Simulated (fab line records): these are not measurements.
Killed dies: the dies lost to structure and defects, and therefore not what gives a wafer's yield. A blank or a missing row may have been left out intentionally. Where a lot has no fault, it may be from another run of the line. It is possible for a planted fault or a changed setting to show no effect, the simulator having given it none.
Shared-tool check + flow gf180mcu + Sampled: 12 lots, 36 wafers

## WHAT PROMPTED THE OPENING
GF_MIM_THK_MEAS_06, reading MIM_CVD_05_THK: flagged on 2 of 12 lots. Fault-free wafers read 41.9 nm, with a standard deviation of 0.69.
Rule: a lot is flagged in two cases, either no wafer of it has a number, or all its wafers with numbers fall more than 4 standard deviations from that mean. The other lots count as sound.

| lot  | measured     | on           | MIM_CVD_05_THK (nm), wafer by wafer | flag    |
|------|--------------|--------------|-------------------------------------|---------|
| L331 | day 25 10:07 | filmMetro-02 | 42.3 42.1 43.0                      |         |
| L332 | day 25 13:01 | filmMetro-02 | 41.0 42.2 42.7                      |         |
| L333 | day 26 03:47 | filmMetro-02 | 43.0 42.9 41.9                      |         |
| L334 | day 26 12:47 | filmMetro-02 | 41.9 42.6 42.2                      |         |
| L336 | day 27 02:16 | filmMetro-03 | 42.2 43.8 42.7                      |         |
| L337 | day 27 04:37 | filmMetro-01 | 41.8 42.2 42.6                      |         |
| L340 | day 28 01:05 | filmMetro-02 | 42.3 42.6 42.5                      |         |
| L341 | day 28 17:26 | filmMetro-01 | 42.5 41.7 42.7                      |         |
| L342 | day 28 20:46 | filmMetro-03 | 42.2 41.5 41.6                      |         |
| L343 | day 29 01:45 | filmMetro-02 | 43.2 42.8 43.2                      |         |
| L344 | day 29 08:20 | filmMetro-03 | 46.3 45.7 46.8                      | FLAGGED |
| L345 | day 29 17:04 | filmMetro-01 | 46.1 45.9 46.6                      | FLAGGED |
The numbers of the flagged lots are 46.2 nm on average: +4.3 nm against the usual, or +6 standard deviations.

## TOOL THAT RAN EACH LOT
3 process steps preceding the reading are held in the record, out of 602 steps in the route. Cell contents, in order: the tool; ch with the chambers the sampled wafers went through; the start.
| lot  | flag    | GF_V4_STRIP_18                      | GF_V4_SPUTTER_22            | GF_MIM_CVD_05                   |
|------|---------|-------------------------------------|-----------------------------|---------------------------------|
| L331 |         | plasmaAsher-01 ch 0,1, day 25 08:17 | pvdSputter-02, day 25 09:13 | pecvd-01 ch 0,1, day 25 10:04   |
| L332 |         | plasmaAsher-03 ch 0,1, day 25 11:32 | pvdSputter-02, day 25 12:08 | pecvd-04 ch 1,2, day 25 12:59   |
| L333 |         | plasmaAsher-02 ch 0,1, day 26 02:18 | pvdSputter-04, day 26 02:52 | pecvd-04 ch 0,1,2, day 26 03:44 |
| L334 |         | plasmaAsher-03 ch 0,1, day 26 11:17 | pvdSputter-04, day 26 11:53 | pecvd-03 ch 0,2, day 26 12:44   |
| L336 |         | plasmaAsher-03 ch 0,1, day 27 00:48 | pvdSputter-04, day 27 01:22 | pecvd-04 ch 0,1, day 27 02:13   |
| L337 |         | plasmaAsher-02 ch 0,1, day 27 03:08 | pvdSputter-01, day 27 03:44 | pecvd-04 ch 0,1, day 27 04:35   |
| L340 |         | plasmaAsher-01 ch 0,1, day 27 23:37 | pvdSputter-01, day 28 00:13 | pecvd-04 ch 0,1, day 28 01:04   |
| L341 |         | plasmaAsher-02 ch 0,1, day 28 15:58 | pvdSputter-02, day 28 16:34 | pecvd-04 ch 0,1,2, day 28 17:25 |
| L342 |         | plasmaAsher-02 ch 0, day 28 19:17   | pvdSputter-02, day 28 19:52 | pecvd-01 ch 0,2, day 28 20:44   |
| L343 |         | plasmaAsher-02 ch 1, day 29 00:13   | pvdSputter-01, day 29 00:52 | pecvd-04 ch 0,1, day 29 01:43   |
| L344 | FLAGGED | plasmaAsher-03 ch 0,1, day 29 06:36 | pvdSputter-04, day 29 07:10 | pecvd-04 ch 0,1, day 29 08:17   |
| L345 | FLAGGED | plasmaAsher-01 ch 0,1, day 29 15:35 | pvdSputter-02, day 29 16:10 | pecvd-04 ch 1,2, day 29 17:02   |
What these steps do:
- GF_V4_STRIP_18: strips in O2/N2.
- GF_V4_SPUTTER_22: material TiN, target thk 10 nm, time 40 s.
- GF_MIM_CVD_05: deposits Si3N4, target thk 42 nm, time 29.086 s.
- GF_MIM_THK_MEAS_06

## FLAGGED AGAINST TOTAL, ONE TOOL AT A TIME (gauges that did the reading follow at the end)
| step               | tool           | lots run | flagged | share of the flagged lots | sound lots run after its first flagged lot |
|--------------------|----------------|----------|---------|---------------------------|--------------------------------------------|
| GF_V4_STRIP_18     | plasmaAsher-01 | 3        | 1       | some                      | 0                                          |
| GF_V4_STRIP_18     | plasmaAsher-02 | 5        | 0       | none                      | -                                          |
| GF_V4_STRIP_18     | plasmaAsher-03 | 4        | 1       | some                      | 0                                          |
| GF_V4_SPUTTER_22   | pvdSputter-01  | 3        | 0       | none                      | -                                          |
| GF_V4_SPUTTER_22   | pvdSputter-02  | 5        | 1       | some                      | 0                                          |
| GF_V4_SPUTTER_22   | pvdSputter-04  | 4        | 1       | some                      | 0                                          |
| GF_MIM_CVD_05      | pecvd-01       | 2        | 0       | none                      | -                                          |
| GF_MIM_CVD_05      | pecvd-03       | 1        | 0       | none                      | -                                          |
| GF_MIM_CVD_05      | pecvd-04       | 9        | 2       | all                       | 0                                          |
| GF_MIM_THK_MEAS_06 | filmMetro-01   | 3        | 1       | some                      | 0                                          |
| GF_MIM_THK_MEAS_06 | filmMetro-02   | 6        | 0       | none                      | -                                          |
| GF_MIM_THK_MEAS_06 | filmMetro-03   | 3        | 1       | some                      | 0                                          |

## WHAT IS ALLOWED BY THE TABLE
All flagged lots share 1 row of the table, namely pecvd-04 at GF_MIM_CVD_05.
- pecvd-04 at GF_MIM_CVD_05: 2 of its 9 lots flagged. Its last sound lot is L343 (day 29 01:43), its first flagged lot L344 (day 29 08:17): a fault that began between those two fits.
One tool is left: pecvd-04 at GF_MIM_CVD_05.

## WHAT WAS PUT IN BY THE SIMULATOR
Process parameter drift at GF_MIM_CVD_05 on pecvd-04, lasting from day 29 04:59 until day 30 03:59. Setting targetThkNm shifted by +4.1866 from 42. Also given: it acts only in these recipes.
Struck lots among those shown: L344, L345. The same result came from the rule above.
